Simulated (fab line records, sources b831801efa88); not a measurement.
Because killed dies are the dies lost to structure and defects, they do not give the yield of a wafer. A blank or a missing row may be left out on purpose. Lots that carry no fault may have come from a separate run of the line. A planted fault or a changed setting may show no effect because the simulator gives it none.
Tool commonality check / flow sky130 / Sampled: 12 lots, 36 wafers

REASON IT WAS OPENED
At SKY_LDD_LDN_TW_MEAS_13 the reading LDD_LDN_TW is flagged on 3 of 12 lots. Wafers without a fault read 1482, standard deviation 15.
Rule: a lot gets a flag if all its wafers with a number sit over 4 standard deviations from that mean, or if no wafer of it has a number. All remaining lots are regarded as sound.

lot=L403; measured=day 22 19:21; on=film metro-02; LDD_LDN_TW, wafer by wafer=1454 1462 1465; flag=
lot=L402; measured=day 22 20:57; on=film metro-04; LDD_LDN_TW, wafer by wafer=1487 1486 1488; flag=
lot=L405; measured=day 23 21:38; on=film metro-04; LDD_LDN_TW, wafer by wafer=1493 1488 1488; flag=
lot=L406; measured=day 24 16:44; on=film metro-03; LDD_LDN_TW, wafer by wafer=1599 1597 1598; flag=FLAGGED
lot=L408; measured=day 25 16:54; on=film metro-03; LDD_LDN_TW, wafer by wafer=1502 1494 1490; flag=
lot=L409; measured=day 25 22:35; on=film metro-04; LDD_LDN_TW, wafer by wafer=1590 1584 1584; flag=FLAGGED
lot=L417; measured=day 28 13:23; on=film metro-04; LDD_LDN_TW, wafer by wafer=1587 1593 1591; flag=FLAGGED
lot=L420; measured=day 29 05:10; on=film metro-03; LDD_LDN_TW, wafer by wafer=1484 1499 1484; flag=
lot=L421; measured=day 29 17:12; on=film metro-04; LDD_LDN_TW, wafer by wafer=1480 1493 1489; flag=
lot=L423; measured=day 30 01:51; on=film metro-04; LDD_LDN_TW, wafer by wafer=1482 1486 1492; flag=
lot=L424; measured=day 30 07:18; on=film metro-03; LDD_LDN_TW, wafer by wafer=1481 1483 1483; flag=
lot=L425; measured=day 30 20:27; on=film metro-04; LDD_LDN_TW, wafer by wafer=1484 1482 1490; flag=
Average over the flagged lots: 1591; offset from the usual +109, equal to +7 standard deviations.

LOT BY LOT: THE TOOL USED
The record keeps 1 process step preceding the reading, out of 708 steps on the route. Cell contents, in order: the tool; ch with the chambers the sampled wafers went through; the start.
lot=L403; flag=; SKY_LDD_LDN_IMPLANT_08=implanter-01 ch 0, day 22 18:41
lot=L402; flag=; SKY_LDD_LDN_IMPLANT_08=implanter-02 ch 0, day 22 20:15
lot=L405; flag=; SKY_LDD_LDN_IMPLANT_08=implanter-01 ch 0, day 23 20:57
lot=L406; flag=FLAGGED; SKY_LDD_LDN_IMPLANT_08=implanter-01 ch 0, day 24 15:44
lot=L408; flag=; SKY_LDD_LDN_IMPLANT_08=implanter-02 ch 0, day 25 16:14
lot=L409; flag=FLAGGED; SKY_LDD_LDN_IMPLANT_08=implanter-04 ch 0, day 25 21:35
lot=L417; flag=FLAGGED; SKY_LDD_LDN_IMPLANT_08=implanter-02 ch 0, day 28 12:25
lot=L420; flag=; SKY_LDD_LDN_IMPLANT_08=implanter-01 ch 0, day 29 04:30
lot=L421; flag=; SKY_LDD_LDN_IMPLANT_08=implanter-01 ch 0, day 29 16:32
lot=L423; flag=; SKY_LDD_LDN_IMPLANT_08=implanter-02 ch 0, day 30 01:09
lot=L424; flag=; SKY_LDD_LDN_IMPLANT_08=implanter-01 ch 0, day 30 06:36
lot=L425; flag=; SKY_LDD_LDN_IMPLANT_08=implanter-04 ch 0, day 30 19:47
What the steps here do:
- SKY_LDD_LDN_IMPLANT_08
- SKY_LDD_LDN_TW_MEAS_13

FLAGGED OVER TOTAL, TOOL BY TOOL (the gauges that took the reading come last)
step=SKY_LDD_LDN_IMPLANT_08; tool=implanter-01; lots run=6; flagged=1; share of the flagged lots=some; sound lots run after its first flagged lot=3 (L420,L421,L424)
step=SKY_LDD_LDN_IMPLANT_08; tool=implanter-02; lots run=4; flagged=1; share of the flagged lots=some; sound lots run after its first flagged lot=1 (L423)
step=SKY_LDD_LDN_IMPLANT_08; tool=implanter-04; lots run=2; flagged=1; share of the flagged lots=some; sound lots run after its first flagged lot=1 (L425)
step=SKY_LDD_LDN_TW_MEAS_13; tool=film metro-02; lots run=1; flagged=0; share of the flagged lots=none; sound lots run after its first flagged lot=-
step=SKY_LDD_LDN_TW_MEAS_13; tool=film metro-03; lots run=4; flagged=1; share of the flagged lots=some; sound lots run after its first flagged lot=3 (L408,L420,L424)
step=SKY_LDD_LDN_TW_MEAS_13; tool=film metro-04; lots run=7; flagged=2; share of the flagged lots=some; sound lots run after its first flagged lot=3 (L421,L423,L425)

WHAT THE TABLE PERMITS
No row of the table ran every flagged lot.

WHAT WAS PUT IN BY THE SIMULATOR
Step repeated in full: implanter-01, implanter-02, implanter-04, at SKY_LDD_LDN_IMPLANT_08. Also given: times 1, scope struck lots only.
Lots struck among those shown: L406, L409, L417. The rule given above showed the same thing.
